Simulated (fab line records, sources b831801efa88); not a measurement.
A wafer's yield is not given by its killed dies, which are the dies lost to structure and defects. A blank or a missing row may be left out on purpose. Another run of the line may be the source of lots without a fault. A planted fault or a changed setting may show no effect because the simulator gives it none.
fab line records	flow sky130
record lots=11	wafers=33	last-day=50
route steps=708 shown METAL3@569 METAL4@631 VIA4@657 PAD_OPEN@708
lots that met no fault: taken from a fault-free run of the same line
start-h: hours from the record's first day to the start of the lot's first wafer shown	wait-h: hours since the lot's step before	" identical to the entry in the row above	L1.1+2: several wafers, shown together as one row	- no value present, or no start provided	* or withheld: withheld	< > ~ a bound
route shown NAME@n: NAME is a module with steps in the file, n the number in the route of the first one	usual: mean/standard deviation taken from wafers without a fault	same: alike in all rows	chamber/n: place in a boat	sites: each site's reading	_std_site: the standard deviation of these	_edge_site: outer sites' mean less inner sites'	radius-mm: for every site, how far away it sits from the centre of the wafer	mask NAME#n: copy n	behind: the most recent tool/chamber to have shaped the wafer	hold: the reason the lot was held/the length of the hold in hours/how it ended	device: names the non-switching transistor (n, p or np)	end of line: the route-end tests of the same wafers	a step with no rows: only its recipe	killed: dies that structure and defects cost at the first sort, which is not the same as the wafer's yield	map: a wafer's dies, marking killed ones x, the rest . and places with no die _
set.NAME: setting as actually run; set.NAME@STEP: the setting as run at that earlier step	model.NAME: the simulator's own value behind a step, which no gauge read
a sample of lots followed through the steps of the route, with each step as a table and each wafer as a row
services: from which hour (start-h, from the record's first day; less than 0 if before it) a tool's chamber was out of use, for how many hours, and why
## steps
# step SKY_METAL3_STRIP_19
# recipe chemistry=O2/N2	power-w=1400	pressure-mtorr=1500	platen-temp-c=withheld	o2-flow-sccm=3000	n2-flow-sccm=300	overash-fraction=0.5
# usual chamber-pressure-mTorr=1500.1/1.4	drypump-motor-current-A=5.7/0.47	oes-product-au=0.501/0.0069	strip-time-to-endpoint-s=6.50/0.11
lot.wafer	tool	chamber	start-h	wait-h	chamber-pressure-mTorr	drypump-motor-current-A	oes-product-au	rf-hours-counter-h	strip-time-to-endpoint-s
L311.2	plasma-asher-02	0	900.74	0.1	1498.2	4.9	0.503	109	6.60
L311.5	"	0	"	"	1499.9	4.9	0.500	-	6.57
L311.6	"	1	"	"	1500.5	5.6	0.496	-	6.39
L314.4	plasma-asher-03	0	918.88	0.1	1501.3	6.4	0.502	-	6.59
L314.5	"	0	"	"	1498.9	6.4	0.501	-	6.57
L314.6	"	1	"	"	1498.7	5.4	0.504	-	6.61
L316.1	plasma-asher-03	0	949.74	0.1	1497.6	6.4	0.505	19	6.46
L316.3	"	1	"	"	1498.3	5.4	0.491	-	6.32
L316.5	"	1	"	"	1500.6	5.4	0.497	-	6.29
L317.2	plasma-asher-03	0	960.89	0.1	-	-	-	-	-
L317.5	"	0	"	"	-	-	-	-	-
L317.6	"	1	"	"	-	-	-	-	-
L319.1	plasma-asher-03	1	966.34	0.1	-	-	-	-	-
L319.2	"	0	"	"	-	-	-	-	-
L319.4	"	0	"	"	-	-	-	-	-
L324.1	plasma-asher-04	1	1001.94	0.1	1500.5	5.8	0.482	89	6.26
L324.2	"	0	"	"	1500.8	5.6	0.501	89	6.51
L324.4	"	0	"	"	1500.0	5.6	0.488	-	6.36
L326.3	plasma-asher-04	0	1023.02	0.1	1501.0	5.6	0.502	-	6.52
L326.5	"	0	"	"	1501.8	5.6	0.504	-	6.54
L326.6	"	1	"	"	1500.8	5.8	0.499	-	6.58
L331.3	plasma-asher-03	1	1037.07	0.1	1498.4	5.4	0.493	-	6.42
L331.5	"	0	"	"	1498.8	6.4	0.492	-	6.53
L331.6	"	1	"	"	1500.1	5.4	0.494	-	6.30
L332.2	plasma-asher-03	0	1040.21	0.1	1499.7	6.4	0.504	29	6.57
L332.4	"	1	"	"	1499.4	5.4	0.502	-	6.51
L332.6	"	0	"	"	1498.4	6.4	0.499	-	6.53
L333.1	plasma-asher-03	1	1056.99	0.1	1501.6	5.4	0.500	31	6.61
L333.3	"	1	"	"	1500.2	5.4	0.501	-	6.52
L333.4	"	0	"	"	1501.1	6.4	0.493	-	6.36
L334.1	plasma-asher-03	1	1060.54	0.1	1500.5	5.4	0.508	32	6.65
L334.3	"	1	"	"	1502.0	5.4	0.511	-	6.55
L334.5	"	0	"	"	1500.5	6.4	0.512	-	6.62
# step SKY_METAL4_DESCUM_15
# recipe chemistry=O2	source-power-w=150	bias-power-w=0	pressure-mtorr=10	temp-c=40	time-s=8
# usual drypump-motor-current-A=6.2/0.37	he-backside-leak-sccm=3.39/0.25	oes-product-au=1.006/0.011
lot.wafer	tool	chamber	start-h	wait-h	drypump-motor-current-A	he-backside-leak-sccm	oes-product-au	rf-hours-counter-h
L311.2	rie-metal-02	1	977.07	0.0	6.5	3.18	1.005	7
L311.5	"	1	"	"	6.6	2.81	0.996	-
L311.6	"	0	"	"	6.3	3.23	1.021	-
L314.4	rie-metal-02	0	995.12	0.0	6.3	2.99	1.030	-
L314.5	"	0	"	"	6.3	3.01	1.022	-
L314.6	"	1	"	"	6.5	3.16	1.002	-
L316.1	rie-metal-02	1	1024.22	0.0	6.6	3.26	1.012	10
L316.3	"	1	"	"	6.5	3.22	1.010	-
L316.5	"	0	"	"	6.3	3.05	1.026	-
L324.1	rie-metal-01	1	1071.67	0.0	5.9	2.93	0.992	17
L324.2	"	0	"	"	6.2	3.56	1.016	19
L324.4	"	1	"	"	5.9	3.00	0.995	-
L326.3	rie-metal-04	0	1091.68	0.0	5.7	3.79	1.013	-
L326.5	"	1	"	"	6.6	3.43	0.998	-
L326.6	"	0	"	"	5.7	3.83	1.022	-
L331.3	rie-metal-02	1	1103.84	0.0	6.6	3.25	1.005	-
L331.5	"	1	"	"	6.6	3.14	0.998	-
L331.6	"	1	"	"	6.6	3.31	1.002	-
L332.2	rie-metal-04	1	1106.58	0.0	6.5	3.52	1.010	14
L332.4	"	0	"	"	5.7	3.34	1.009	-
L332.6	"	0	"	"	5.7	3.55	1.021	-
L333.1	rie-metal-04	1	1121.87	0.0	6.6	3.43	1.002	15
L333.3	"	0	"	"	5.7	3.55	1.016	-
L333.4	"	1	"	"	6.5	3.51	1.005	-
L334.1	rie-metal-04	0	1125.61	0.0	5.7	3.02	1.009	23
L334.3	"	0	"	"	5.7	3.13	1.015	-
L334.5	"	1	"	"	6.5	3.43	1.014	-
# step SKY_METAL4_METAL_ETCH_18
# recipe target-depth-a=8450	stop-on=SiO2	over-etch-frac=0.3	time-s=183.1	chemistry=Cl2/BCl3	resist-sidewall-deg=88	pressure-mtorr=10	icp-w=900	bias-w=48.5	Cl2_flow_sccm=60	bcl3-flow-sccm=30
# usual drypump-motor-current-A=6.18/0.28	he-backside-leak-sccm=3.35/0.27	oes-product-au=0.867/0.0065	throttle-valve-pct=22.264/0.0086
lot.wafer	tool	chamber	start-h	wait-h	drypump-motor-current-A	he-backside-leak-sccm	oes-product-au	rf-hours-counter-h	throttle-valve-pct
L311.2	rie-metal-01	0	977.21	0.0	6.29	3.44	0.869	14	22.263
L311.5	"	1	"	"	5.94	3.27	0.869	-	22.253
L311.6	"	0	"	"	6.25	3.73	0.862	-	22.269
L314.4	rie-metal-04	0	995.32	0.1	5.66	3.43	0.870	-	22.279
L314.5	"	1	"	"	6.54	3.57	0.854	-	22.272
L314.6	"	0	"	"	5.67	3.40	0.867	-	22.276
L316.1	rie-metal-01	0	1024.36	0.0	6.24	3.84	0.868	17	22.275
L316.3	"	0	"	"	6.27	3.60	0.857	-	22.267
L316.5	"	0	"	"	6.23	3.74	0.864	-	22.256
L324.1	rie-metal-02	0	1071.86	0.0	6.25	3.02	0.874	11	22.262
L324.2	"	1	"	"	6.51	2.84	0.858	12	22.262
L324.4	"	0	"	"	6.27	2.95	0.870	-	22.264
L326.3	rie-metal-01	1	1091.87	0.1	5.96	3.17	0.874	-	22.279
L326.5	"	0	"	"	6.24	3.67	0.877	-	22.263
L326.6	"	1	"	"	5.93	3.24	0.864	-	22.268
L331.3	rie-metal-01	0	1104.23	0.1	6.17	3.78	0.868	-	22.264
L331.5	"	0	"	"	6.25	3.84	0.854	-	22.275
L331.6	"	1	"	"	5.93	3.29	0.864	-	22.270
L332.2	rie-metal-01	0	1106.73	0.0	6.23	3.54	0.878	22	22.271
L332.4	"	0	"	"	6.24	3.53	0.861	-	22.261
L332.6	"	1	"	"	5.92	3.29	0.861	-	22.263
L333.1	rie-metal-01	0	1122.02	0.0	6.20	3.66	0.857	23	22.245
L333.3	"	1	"	"	5.95	3.17	0.871	-	22.263
L333.4	"	0	"	"	6.25	3.71	0.864	-	22.282
L334.1	rie-metal-02	1	1125.76	0.0	6.57	3.33	0.867	19	22.270
L334.3	"	0	"	"	6.21	3.07	0.871	-	22.245
L334.5	"	1	"	"	6.56	3.18	0.862	-	22.266
# step SKY_VIA4_CVD_18
# recipe material=W	target-thk-nm=505	time-s=152.14	temp-c=400	pressure-torr=40
# usual chamber-pressure-Torr=40.00/0.095	heater-power-w=912/28
lot.wafer	tool	chamber	start-h	wait-h	chamber-pressure-Torr	heater-power-w
L311.2	cvd-w-01	1	1001.87	0.0	40.11	874
L311.5	"	0	"	"	39.73	944
L311.6	"	1	"	"	40.02	872
L314.4	cvd-w-01	1	1019.73	0.1	40.11	877
L314.5	"	1	"	"	40.12	878
L314.6	"	0	"	"	40.07	963
L316.1	cvd-w-02	1	1048.94	0.0	39.84	914
L316.3	"	0	"	"	40.00	891
L316.5	"	0	"	"	40.02	918
L324.1	cvd-w-02	0	1094.89	0.0	40.12	918
L324.2	"	1	"	"	39.96	941
L324.4	"	0	"	"	39.95	918
L326.3	cvd-w-02	0	1114.09	0.1	40.03	895
L326.5	"	1	"	"	39.96	900
L326.6	"	0	"	"	40.03	934
L331.3	cvd-w-01	0	1126.62	0.1	40.07	957
L331.5	"	1	"	"	39.89	901
L331.6	"	0	"	"	39.96	983
L332.2	cvd-w-01	1	1128.24	0.0	39.91	902
L332.4	"	1	"	"	39.72	888
L332.6	"	1	"	"	39.95	887
L333.1	cvd-w-02	0	1143.30	0.0	39.88	886
L333.3	"	0	"	"	39.94	928
L333.4	"	1	"	"	39.97	921
L334.1	cvd-w-02	0	1146.57	0.0	39.91	891
L334.3	"	0	"	"	39.86	919
L334.5	"	1	"	"	39.96	905
# step SKY_PAD_OPEN_PROBE_99
# usual defect-limited-yield=82.6/1.9	killed_at_M0_to_M3=42/7.1	killed_at_M4_up=3.3/1.9	killed-at-contacts=24/5	killed-at-front-end=15/4.7	killed-at-other=0.3/0.61	killed-dies=86/9.6	killed-on-rim=17/3.8	killed-open=47/7.5	killed-short=38/6.6	sort_bin_3_pad_short=0.9/0.42	sort_bin_5_function=10.2/1.5	sort_bin_6_memory=6.3/1.1	sort-n-pass=406/9.6	sort-yield-pct=82.6/1.9
# same gross-dies=492	killed-at-back-side=0	sort_bin_4_leakage[%]=0	sort_bin_8_speed[%]=0
lot.wafer	tool	chamber	start-h	wait-h	defect-limited-yield[%]	killed_at_M0_to_M3	killed_at_M4_up	killed-at-contacts	killed-at-front-end	killed-at-other	killed-dies	killed-on-rim	killed-open	killed-short	sort_bin_3_pad_short[%]	sort_bin_5_function[%]	sort_bin_6_memory[%]	sort-n-pass	sort-yield-pct[%]
L317.2	prober-01	-	1124.90	0.1	0	455	5	19	13	0	492	96	42	40	1.8	92.7	5.5	0	0
L317.5	prober-01	-	1125.05	0.2	0	453	6	26	7	0	492	96	43	41	0.8	93.1	6.1	0	0
L317.6	prober-01	-	1125.10	0.2	0	458	5	19	9	1	492	96	47	40	0.6	91.5	7.9	0	0
L319.1	prober-02	-	1127.46	0.1	0	451	5	22	14	0	492	96	41	40	0.6	91.1	8.3	0	0
L319.2	prober-02	-	1127.51	0.1	0	457	2	18	14	1	492	96	45	37	1.4	92.7	5.9	0	0
L319.4	prober-02	-	1127.61	0.2	0	460	1	20	11	0	492	96	43	38	1.4	91.3	7.3	0	0
# killed by level:class
L317.2 VIA3:area-hdpcvd=410 CONTACT:geometric-particle:open=8 VIA1:geometric-particle:open=8 VIA1:geometric-particle:short=7 VIA3:geometric-particle:open=7 VIA2:geometric-particle:open=6 LI_CONTACT:geometric-particle:open=4 VIA3:geometric-particle:short=4
L317.5 VIA3:area-hdpcvd=408 CONTACT:geometric-particle:open=12 VIA1:geometric-particle:open=8 VIA2:geometric-particle:open=8 METAL4:geometric-particle:short=6 METAL2:geometric-particle:short=6 METAL1:geometric-particle:short=5 VIA3:geometric-particle:short=5
L317.6 VIA3:area-hdpcvd=405 VIA1:geometric-particle:open=11 CONTACT:geometric-particle:open=8 VIA3:geometric-particle:open=8 VIA2:geometric-particle:open=7 LOCAL_INTERCONNECT:geometric-particle:short=5 METAL3:geometric-particle:short=5 VIA1:geometric-particle:short=4
L319.1 VIA3:area-hdpcvd=411 METAL1:geometric-particle:short=10 CONTACT:geometric-particle:open=9 VIA1:geometric-particle:open=6 CONTACT:geometric-particle:short=5 VIA1:geometric-particle:short=5 METAL2:geometric-particle:short=5 FIELD_ISO:geometric-particle:open=4
L319.2 VIA3:area-hdpcvd=410 VIA3:geometric-particle:open=12 METAL1:geometric-particle:short=8 VIA1:geometric-particle:open=8 FIELD_ISO:geometric-particle:short=7 LI_CONTACT:geometric-particle:open=6 VIA2:geometric-particle:open=6 CONTACT:geometric-particle:open=5
L319.4 VIA3:area-hdpcvd=411 VIA3:geometric-particle:open=11 VIA1:geometric-particle:open=7 CONTACT:geometric-particle:short=6 CONTACT:geometric-particle:open=6 METAL2:geometric-particle:short=6 POLY_GATE:geometric-particle:open=5 METAL1:geometric-particle:short=5
## services
tool	chamber	start-h	hours	kind
rie-metal-04	-	884.57	1.2	repair
plasma-asher-03	-	896.06	14.6	pm
cvd-w-01	-	904.00	14.0	pm
cvd-w-01	0	904.00	14.0	vent-cycle
cvd-w-01	1	904.00	14.0	vent-cycle
cvd-w-02	1	916.64	7.3	repair
cvd-w-01	0	918.00	-	clean
cvd-w-01	1	918.00	-	clean
rie-metal-02	-	918.40	0.3	repair
rie-metal-04	0	929.84	6.6	repair
plasma-asher-02	-	959.31	0.7	repair
plasma-asher-02	-	965.14	0.4	repair
rie-metal-02	-	965.69	2.8	pm
plasma-asher-02	-	974.33	7.7	pm
plasma-asher-02	-	988.45	8.2	repair
cvd-w-02	0	1022.11	-	calibration
rie-metal-01	0	1026.41	19.1	repair
rie-metal-02	-	1046.61	0.5	repair
plasma-asher-02	-	1055.25	9.0	pm
cvd-w-01	0	1069.17	7.1	repair
rie-metal-04	-	1072.76	4.3	pm
plasma-asher-04	-	1074.89	2.0	repair
rie-metal-02	0	1087.01	34.1	repair
plasma-asher-03	-	1103.54	2.8	pm
## key
first-sign step=SKY_METAL3_STRIP_19	reading=tool-record	direction=missing
effect step=SKY_PAD_OPEN_PROBE_99	reading=killed_at_M0_to_M3	direction=up	sigmas=58	usual=42	struck=456
more-kills-born-at SKY_VIA3_HDPCVD_00@hdpcvd-02=1232	SKY_VIA3_HDPCVD_00@hdpcvd-01=1223
met-at SKY_METAL3_STRIP_19
struck-lots L317,L319
later-rows-left-out L317.2,L317.5,L317.6,L319.1,L319.2,L319.4
not-acting-at SKY_METAL4_DESCUM_15,SKY_METAL4_METAL_ETCH_18,SKY_VIA4_CVD_18
onset-between 949.74 960.89
fault kind=skipped-step-whole	tool=plasma-asher-03	chamber=-	onset-h=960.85	steps=SKY_METAL3_STRIP_19	scope=struck-lots-only
# later-rows-left-out: the simulator's readings of these wafers behind a module that went badly wrong aren't trusted and aren't shown, but for the sort
